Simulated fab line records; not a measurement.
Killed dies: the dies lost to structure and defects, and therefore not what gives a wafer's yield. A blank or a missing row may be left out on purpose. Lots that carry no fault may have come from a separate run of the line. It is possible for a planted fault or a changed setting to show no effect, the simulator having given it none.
fab line records	flow gf180mcu
[record] lots = 13	wafers = 39	last_day = 34
route steps=602 shown STI@5 NWELL@49 LVPWELL@63 MVSD@77
lots untouched by any fault: they come from a run of this same line in which no faults occurred
start_h: start of the lot's first displayed wafer, in hours after the record's first day	wait_h: hours elapsed since this lot's preceding step	" repeats the value in the row above	L1.1+2: several wafers, shown together as one row	- either no value or no given start	* or withheld: withheld	< > ~ a bound
route shown NAME@n: names a module that has steps shown in the file, with the first one's number in the route	usual: the fault-free wafers' mean and standard deviation	same: alike in all rows	chamber/n: place in a boat	sites: readings site by site	_std_site: how widely they spread, as a standard deviation	_edge_site: inner sites' mean taken away from outer sites' mean	radius_mm: for every site, how far away it sits from the centre of the wafer	mask NAME#n: copy n	behind: the most recent tool/chamber to have shaped the wafer	hold: what put the lot on hold/how long, in hours/how the hold closed	device: whichever transistor did not switch (one of n, p or np)	end of line: the tests these same wafers got at the end of their route	for a step that has no rows: nothing shown but its recipe	killed: at the first sort, the dies lost to defects and structure; wafer yield is something else	map: dies across one wafer; x = killed, . = not, _ = none there
set.NAME: the run value of the setting; set.NAME@STEP: its run value at that earlier step	model.NAME: the simulator's own value behind a step, which no gauge read
route steps across a sampled set of lots; one table per step, one row per wafer
services: a tool's chamber out of use, with start hour (start_h, from the record's first day; less than 0 if before it), hours out, and reason
[[steps]]
[step GF_STI_THK_MEAS_04]
[recipe] reads = Si3N4_of_STI_CVD_03
[usual] STI_CVD_03_THK = 206.3/1.6
lot.wafer	tool	chamber	start_h	wait_h	STI_CVD_03_THK[nm]
L382.3	film_metro-01	-	13.62	0.0	204.2
L382.4	"	-	"	"	201.8
L382.6	"	-	"	"	203.6
L384.2	film_metro-01	-	26.99	0.0	208.3
L384.4	"	-	"	"	208.3
L384.6	"	-	"	"	207.0
L385.2	film_metro-02	-	31.08	0.0	208.2
L385.4	"	-	"	"	207.8
L385.6	"	-	"	"	207.1
L386.1	film_metro-03	-	35.23	0.0	208.1
L386.4	"	-	"	"	207.1
L386.5	"	-	"	"	208.6
L387.3	film_metro-02	-	38.58	0.0	209.2
L387.4	"	-	"	"	207.6
L387.6	"	-	"	"	207.4
L388.1	film_metro-01	-	44.19	0.0	205.3
L388.4	"	-	"	"	205.4
L388.6	"	-	"	"	206.8
L389.2	film_metro-03	-	52.36	0.0	204.5
L389.4	"	-	"	"	205.6
L389.6	"	-	"	"	205.2
L390.3	film_metro-03	-	56.01	0.0	205.3
L390.4	"	-	"	"	207.2
L390.5	"	-	"	"	206.4
L392.1	film_metro-03	-	63.56	0.0	207.3
L392.4	"	-	"	"	207.3
L392.6	"	-	"	"	206.3
L397.2	film_metro-02	-	88.57	0.0	205.3
L397.5	"	-	"	"	203.2
L397.6	"	-	"	"	206.0
L401.2	film_metro-03	-	111.44	0.0	201.7
L401.5	"	-	"	"	204.1
L401.6	"	-	"	"	203.8
L403.1	film_metro-02	-	118.56	0.0	207.3
L403.5	"	-	"	"	206.0
L403.6	"	-	"	"	206.1
L404.1	film_metro-02	-	123.56	0.0	204.7
L404.2	"	-	"	"	204.3
L404.4	"	-	"	"	205.8
[step GF_NWELL_OVL_MEAS_07]
[usual] NWELL_OVL = 0.7/1.5
lot.wafer	tool	chamber	start_h	wait_h	NWELL_OVL[nm]
L382.3	overlay-02	-	56.78	-	1.8
L382.4	"	-	"	"	2.9
L382.6	"	-	"	"	2.4
L384.2	overlay-02	-	71.89	-	-2.3
L384.4	"	-	"	"	-2.3
L384.6	"	-	"	"	-0.9
L386.1	overlay-01	-	78.82	-	-0.2
L386.4	"	-	"	"	1.2
L386.5	"	-	"	"	0.5
L385.2	overlay-01	-	79.18	-	-0.6
L385.4	"	-	"	"	1.3
L385.6	"	-	"	"	0.7
L387.3	overlay-01	-	84.81	-	-0.5
L387.4	"	-	"	"	-0.5
L387.6	"	-	"	"	0.3
L388.1	overlay-01	-	88.58	-	0.3
L388.4	"	-	"	"	1.2
L388.6	"	-	"	"	2.1
L389.2	overlay-01	-	96.99	-	1.6
L389.4	"	-	"	"	0.5
L389.6	"	-	"	"	-1.1
L390.3	overlay-02	-	100.61	-	-1.0
L390.4	"	-	"	"	-1.0
L390.5	"	-	"	"	-1.4
L392.1	overlay-01	-	109.93	-	-2.1
L392.4	"	-	"	"	-0.4
L392.6	"	-	"	"	-1.5
L397.2	overlay-01	-	140.35	-	1.7
L397.5	"	-	"	"	1.3
L397.6	"	-	"	"	2.7
L401.2	overlay-02	-	163.27	-	3.4
L401.5	"	-	"	"	1.9
L401.6	"	-	"	"	1.5
L403.1	overlay-01	-	168.37	-	3.1
L403.5	"	-	"	"	1.8
L403.6	"	-	"	"	2.4
L404.1	overlay-01	-	174.83	-	0.6
L404.2	"	-	"	"	2.3
L404.4	"	-	"	"	2.4
[step GF_LVPWELL_IMPLANT_09]
[recipe] species = B	energy_kev = 60	dose_cm2 = 5e+12	tilt_deg = 0
[usual] beam_energy_keV = 59.997/0.016	beam_on_s = 9.99/0.2
lot.wafer	tool	chamber	start_h	wait_h	beam_energy_keV	beam_on_s
L382.3	implanter-02	0	70.56	0.1	60.009	10.18
L382.4	"	0	"	"	59.997	9.73
L382.6	"	0	"	"	59.991	10.17
L384.2	implanter-03	0	85.78	0.1	60.008	10.39
L384.4	"	0	"	"	60.003	9.71
L384.6	"	0	"	"	59.988	10.03
L386.1	implanter-03	0	92.86	0.1	59.984	10.12
L386.4	"	0	"	"	59.984	10.33
L386.5	"	0	"	"	59.979	10.05
L385.2	implanter-03	0	93.28	0.1	60.001	10.06
L385.4	"	0	"	"	59.988	9.93
L385.6	"	0	"	"	59.959	10.09
L387.3	implanter-03	0	98.71	0.1	60.019	10.12
L387.4	"	0	"	"	59.988	9.96
L387.6	"	0	"	"	59.993	9.95
L388.1	implanter-04	0	102.31	0.1	60.015	9.99
L388.4	"	0	"	"	60.041	10.06
L388.6	"	0	"	"	59.997	10.17
L389.2	implanter-03	0	111.14	0.1	60.025	10.30
L389.4	"	0	"	"	59.978	9.90
L389.6	"	0	"	"	59.992	9.84
L390.3	implanter-04	0	114.92	0.1	60.005	10.36
L390.4	"	0	"	"	59.971	10.06
L390.5	"	0	"	"	60.030	9.91
L392.1	implanter-02	0	124.75	0.1	59.998	10.06
L392.4	"	0	"	"	60.000	10.12
L392.6	"	0	"	"	59.997	9.75
L392.1	implanter-02	0	125.07	0.3	60.003	9.68
L392.4	"	0	"	"	59.983	10.30
L392.6	"	0	"	"	60.004	9.78
L397.2	implanter-03	0	156.44	0.1	60.008	10.00
L397.5	"	0	"	"	59.992	9.95
L397.6	"	0	"	"	59.996	9.85
L401.2	implanter-04	0	180.14	0.1	60.025	9.97
L401.5	"	0	"	"	60.022	9.99
L401.6	"	0	"	"	60.013	10.25
L401.2	implanter-04	0	180.45	0.3	59.963	9.98
L401.5	"	0	"	"	59.981	10.06
L401.6	"	0	"	"	59.994	9.64
L403.1	implanter-02	0	185.30	0.1	59.980	9.74
L403.5	"	0	"	"	60.003	9.76
L403.6	"	0	"	"	59.992	10.51
L404.1	implanter-02	0	192.75	0.1	59.988	9.84
L404.2	"	0	"	"	59.963	9.92
L404.4	"	0	"	"	59.982	9.54
[step GF_LVPWELL_TW_MEAS_11]
[usual] LVPWELL_TW = 563.2/2.5
lot.wafer	tool	chamber	start_h	wait_h	LVPWELL_TW
L382.3	film_metro-02	-	70.78	0.1	561.1
L382.4	"	-	"	"	558.0
L382.6	"	-	"	"	558.7
L384.2	film_metro-03	-	86.02	0.1	562.4
L384.4	"	-	"	"	563.4
L384.6	"	-	"	"	568.8
L386.1	film_metro-02	-	93.11	0.1	559.4
L386.4	"	-	"	"	560.6
L386.5	"	-	"	"	562.8
L385.2	film_metro-02	-	93.52	0.1	562.0
L385.4	"	-	"	"	560.8
L385.6	"	-	"	"	561.4
L387.3	film_metro-03	-	98.93	0.1	560.1
L387.4	"	-	"	"	563.7
L387.6	"	-	"	"	561.5
L388.1	film_metro-02	-	102.56	0.1	558.0
L388.4	"	-	"	"	559.2
L388.6	"	-	"	"	559.5
L389.2	film_metro-03	-	111.38	0.1	565.2
L389.4	"	-	"	"	566.9
L389.6	"	-	"	"	566.2
L390.3	film_metro-03	-	115.14	0.1	565.0
L390.4	"	-	"	"	563.0
L390.5	"	-	"	"	562.5
L392.1	film_metro-03	-	125.32	0.1	599.0
L392.4	"	-	"	"	598.5
L392.6	"	-	"	"	596.4
L397.2	film_metro-03	-	156.70	0.1	566.8
L397.5	"	-	"	"	566.5
L397.6	"	-	"	"	567.0
L401.2	film_metro-03	-	180.69	0.1	600.8
L401.5	"	-	"	"	598.0
L401.6	"	-	"	"	600.6
L403.1	film_metro-02	-	185.57	0.1	560.6
L403.5	"	-	"	"	559.2
L403.6	"	-	"	"	563.6
L404.1	film_metro-02	-	193.00	0.1	559.9
L404.2	"	-	"	"	559.6
L404.4	"	-	"	"	559.5
[step GF_MVSD_TW_MEAS_11]
[usual] MVSD_TW = 1590/6.5
lot.wafer	tool	chamber	start_h	wait_h	MVSD_TW
L382.3	film_metro-02	-	84.68	0.1	1587
L382.4	"	-	"	"	1586
L382.6	"	-	"	"	1598
L384.2	film_metro-03	-	100.32	0.1	1589
L384.4	"	-	"	"	1594
L384.6	"	-	"	"	1582
L386.1	film_metro-02	-	106.61	0.1	1574
L386.4	"	-	"	"	1589
L386.5	"	-	"	"	1583
L385.2	film_metro-03	-	107.97	0.1	1578
L385.4	"	-	"	"	1587
L385.6	"	-	"	"	1584
L387.3	film_metro-03	-	112.97	0.1	1587
L387.4	"	-	"	"	1595
L387.6	"	-	"	"	1595
L388.1	film_metro-02	-	116.88	0.1	1589
L388.4	"	-	"	"	1585
L388.6	"	-	"	"	1573
L389.2	film_metro-03	-	126.11	0.1	1601
L389.4	"	-	"	"	1606
L389.6	"	-	"	"	1598
L390.3	film_metro-02	-	129.90	0.1	1588
L390.4	"	-	"	"	1590
L390.5	"	-	"	"	1592
L392.1	film_metro-03	-	140.43	0.1	1597
L392.4	"	-	"	"	1598
L392.6	"	-	"	"	1597
L397.2	film_metro-02	-	173.82	0.1	1592
L397.5	"	-	"	"	1590
L397.6	"	-	"	"	1589
L401.2	film_metro-02	-	197.47	0.1	1584
L401.5	"	-	"	"	1594
L401.6	"	-	"	"	1586
L403.1	film_metro-03	-	203.00	0.1	1600
L403.5	"	-	"	"	1596
L403.6	"	-	"	"	1592
L404.1	film_metro-02	-	210.00	0.1	1583
L404.2	"	-	"	"	1593
L404.4	"	-	"	"	1576
[step GF_VT_IMPLANT_RS_MEAS_48]
[recipe] thk_meas_gauge = four-point-probe
[usual] LVPWELL_RS = 1197/3.4
lot.wafer	tool	chamber	start_h	wait_h	LVPWELL_RS[ohm/sq]
L382.3	film_metro-03	-	157.96	0.1	1200
L382.4	"	-	"	"	1198
L382.6	"	-	"	"	1198
L384.2	film_metro-02	-	176.40	0.1	1195
L384.4	"	-	"	"	1198
L384.6	"	-	"	"	1194
L386.1	film_metro-03	-	183.85	0.1	1202
L386.4	"	-	"	"	1201
L386.5	"	-	"	"	1201
L385.2	film_metro-03	-	184.87	0.1	1200
L385.4	"	-	"	"	1202
L385.6	"	-	"	"	1196
L387.3	film_metro-02	-	191.91	0.1	1202
L387.4	"	-	"	"	1204
L387.6	"	-	"	"	1201
L388.1	film_metro-03	-	196.85	0.1	1195
L388.4	"	-	"	"	1203
L388.6	"	-	"	"	1200
L389.2	film_metro-02	-	206.92	0.1	1199
L389.4	"	-	"	"	1197
L389.6	"	-	"	"	1200
L390.3	film_metro-02	-	211.71	0.1	1198
L390.4	"	-	"	"	1197
L390.5	"	-	"	"	1197
L392.1	film_metro-03	-	224.68	0.1	1030
L392.4	"	-	"	"	1032
L392.6	"	-	"	"	1030
L397.2	film_metro-02	-	263.25	0.1	1196
L397.5	"	-	"	"	1198
L397.6	"	-	"	"	1198
L401.2	film_metro-02	-	289.34	0.1	1032
L401.5	"	-	"	"	1035
L401.6	"	-	"	"	1032
L403.1	film_metro-03	-	296.13	0.1	1193
L403.5	"	-	"	"	1194
L403.6	"	-	"	"	1192
L404.1	film_metro-02	-	305.16	0.1	1196
L404.2	"	-	"	"	1200
L404.4	"	-	"	"	1201
[[services]]
tool	chamber	start_h	hours	kind
implanter-04	-	70.82	1.3	repair
implanter-04	-	86.92	10.3	pm
implanter-04	-	97.22	4.5	pm
implanter-02	-	103.79	12.0	pm
implanter-02	-	115.84	3.8	pm
implanter-03	-	141.87	6.1	repair
implanter-02	-	142.40	4.8	pm
implanter-03	-	148.29	2.3	repair
implanter-04	-	170.94	1.4	repair
[[key]]
[first_sign] step = GF_LVPWELL_IMPLANT_09	reading = visit	direction = added
[effect] step = GF_LVPWELL_TW_MEAS_11	reading = LVPWELL_TW	direction = up	sigmas = 14	usual = 563.2	struck = 598.9
[effect] step = GF_VT_IMPLANT_RS_MEAS_48	reading = LVPWELL_RS	direction = down	sigmas = 49	usual = 1197	struck = 1032
met_at GF_LVPWELL_IMPLANT_09
struck_lots L392,L401
tester_left_out L392,L401
not_acting_at GF_STI_THK_MEAS_04,GF_NWELL_OVL_MEAS_07,GF_MVSD_TW_MEAS_11
[fault] kind = repeated_step_whole	tool = implanter-02,implanter-03,implanter-04	chamber = -	onset_h = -	steps = GF_LVPWELL_IMPLANT_09	times = 1	scope = struck_lots_only
// tester_left_out: of these lots the tester's yield and bins aren't shown, on N5 and GAA mostly nor the transistor test; their killed dies are dies lost to structure and defects alone, not to doping, threshold or leakage, so they don't give the yield
